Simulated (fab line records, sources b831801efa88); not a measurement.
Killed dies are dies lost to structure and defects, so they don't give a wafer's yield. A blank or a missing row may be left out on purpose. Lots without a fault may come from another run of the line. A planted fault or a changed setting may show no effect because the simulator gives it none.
Split-lot experiment | flow sfq_line | 5 lots, 27 wafers read, on a route of 325 steps

THE SPLIT
At SFQ_TRILAYER_M7_ETCH_METAL_ETCH_180 (etches Nb in Cl2/Ar, stops on SiO2, target depth 240 nm, time 120 s), the setting time_s was moved away from the recipe's 120 s on 6 of the 27 wafers read, by -42.3% to -39.6%. The other wafers ran this setting at the recipe's value.

The reading is taken at the split's own step.

THE READING
oes_product_au, in a.u., at SFQ_TRILAYER_M7_ETCH_METAL_ETCH_180 (etches Nb in Cl2/Ar, stops on SiO2, target depth 240 nm, time 120 s). Fault-free wafers of this fab line usually give 0.891 a.u., standard deviation 0.0086 a.u..

wafer  | tool, chamber at the split | time_s as run, s | against the recipe | oes_product_au, a.u. | against lot-mates on the recipe
L074.1 | rie_metal-03, 1            | 120              | recipe             | 0.890                | -
L074.2 | rie_metal-03, 0            | 120              | recipe             | 0.877                | -
L074.3 | rie_metal-03, 0            | 120              | recipe             | 0.896                | -
L074.4 | rie_metal-03, 1            | 120              | recipe             | 0.897                | -
L074.5 | rie_metal-03, 1            | 120              | recipe             | 0.890                | -
L074.6 | rie_metal-03, 0            | 120              | recipe             | 0.889                | -
L077.2 | rie_metal-02, 1            | 120              | recipe             | 0.894                | -
L077.4 | rie_metal-02, 0            | 120              | recipe             | 0.899                | -
L077.6 | rie_metal-02, 1            | 120              | recipe             | 0.899                | -
L078.1 | rie_metal-03, 1            | 120              | recipe             | 0.880                | -
L078.2 | rie_metal-03, 0            | 69.2             | -42.3%             | 0.976                | +0.094
L078.3 | rie_metal-03, 1            | 69.2             | -42.3%             | 0.988                | +0.106
L078.4 | rie_metal-03, 0            | 69.2             | -42.3%             | 0.994                | +0.112
L078.5 | rie_metal-03, 0            | 120              | recipe             | 0.883                | -
L078.6 | rie_metal-03, 1            | 120              | recipe             | 0.882                | -
L079.1 | rie_metal-02, 0            | 120              | recipe             | 0.886                | -
L079.2 | rie_metal-02, 1            | 120              | recipe             | 0.887                | -
L079.3 | rie_metal-02, 1            | 72.46            | -39.6%             | 1.009                | +0.130
L079.4 | rie_metal-02, 0            | 72.46            | -39.6%             | 1.010                | +0.131
L079.5 | rie_metal-02, 0            | 72.46            | -39.6%             | 1.022                | +0.143
L079.6 | rie_metal-02, 1            | 120              | recipe             | 0.864                | -
L081.1 | rie_metal-02, 1            | 120              | recipe             | 0.887                | -
L081.2 | rie_metal-02, 0            | 120              | recipe             | 0.884                | -
L081.3 | rie_metal-02, 1            | 120              | recipe             | 0.894                | -
L081.4 | rie_metal-02, 0            | 120              | recipe             | 0.881                | -
L081.5 | rie_metal-02, 1            | 120              | recipe             | 0.888                | -
L081.6 | rie_metal-02, 0            | 120              | recipe             | 0.889                | -

THE FIT
A straight line over all 27 wafers: oes_product_au changes by -0.00273 a.u. for each +1% of time_s; r = -0.97; the points scatter about the line by 0.012 a.u..
The same after taking each lot's own level away (the mean of its wafers on the recipe; 27 wafers): -0.0029 a.u. for each +1%; r = -0.98; scatter 0.011 a.u..
On that fit, the largest move of time_s shifts the reading by 0.12 a.u..
The lots' own levels span 0.8790 to 0.8973 a.u., that is 2.1 times the standard deviation above.
So the lot-to-lot level changes the slope little: the two slopes agree.
Check: with one of the wafers moved furthest among these (-42.3%) left out of the fit, the line predicts +0.129 a.u. for it against its lot-mates. It came out at +0.0943 a.u. against them.
Tool readings at the split's step, against how far the setting was moved: oes_product_au r = -0.97.

OTHER SPLITS ON THESE WAFERS
These wafers also went through other splits before the reading. Each is held against what the fit with the lots' levels taken away leaves over:
other split on the same wafers                  | wafers away from the commonest value | r with oes_product_au (lot level and that fit taken away)
SFQ_TRILAYER_M3_ETCH_METAL_ETCH_078 time_s      | 9                                    | +0.12
SFQ_TRILAYER_I4_DEP_PECVD_099 time_s            | 12                                   | +0.09
SFQ_TRILAYER_JJ_TRILAYER_DEP_SPUTTER_112 time_s | 12                                   | -0.14
SFQ_TRILAYER_R5_DEP_SPUTTER_132 time_s          | 9                                    | +0.52
SFQ_TRILAYER_I5_BARC_OPEN_VIA_ETCH_200 time_s   | 12                                   | +0.19
SFQ_TRILAYER_M6_ETCH_METAL_ETCH_162 time_s      | 6                                    | -0.31

THE WHOLE CHAIN: every reading that the file lists as answering this split, in the file's order
step                                | what it does                                                        | reading                                                                                   | change (the file's fit)                  | r (the file's)
SFQ_TRILAYER_M7_ETCH_METAL_ETCH_180 | etches Nb in Cl2/Ar, stops on SiO2, target depth 240 nm, time 120 s | oes_product_au                                                                            | -0.0029 a.u. for each +1% of the setting | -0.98
SFQ_TRILAYER_M7_ETCH_METAL_ETCH_180 | etches Nb in Cl2/Ar, stops on SiO2, target depth 240 nm, time 120 s | KrF_of_TRILAYER_M7_LITHO_COAT_177.thk_nm (the simulator's own value, which no gauge read) | -1.4 nm for each +1% of the setting      | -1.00
SFQ_TRILAYER_M7_ETCH_METAL_ETCH_180 | etches Nb in Cl2/Ar, stops on SiO2, target depth 240 nm, time 120 s | M7.feature_depth_nm (the simulator's own value, which no gauge read)                      | +1.35 nm for each +1% of the setting     | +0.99

THE FILE'S OWN FIT
oes_product_au changes by -0.0029 a.u. for each +1% of time_s, r = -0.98.
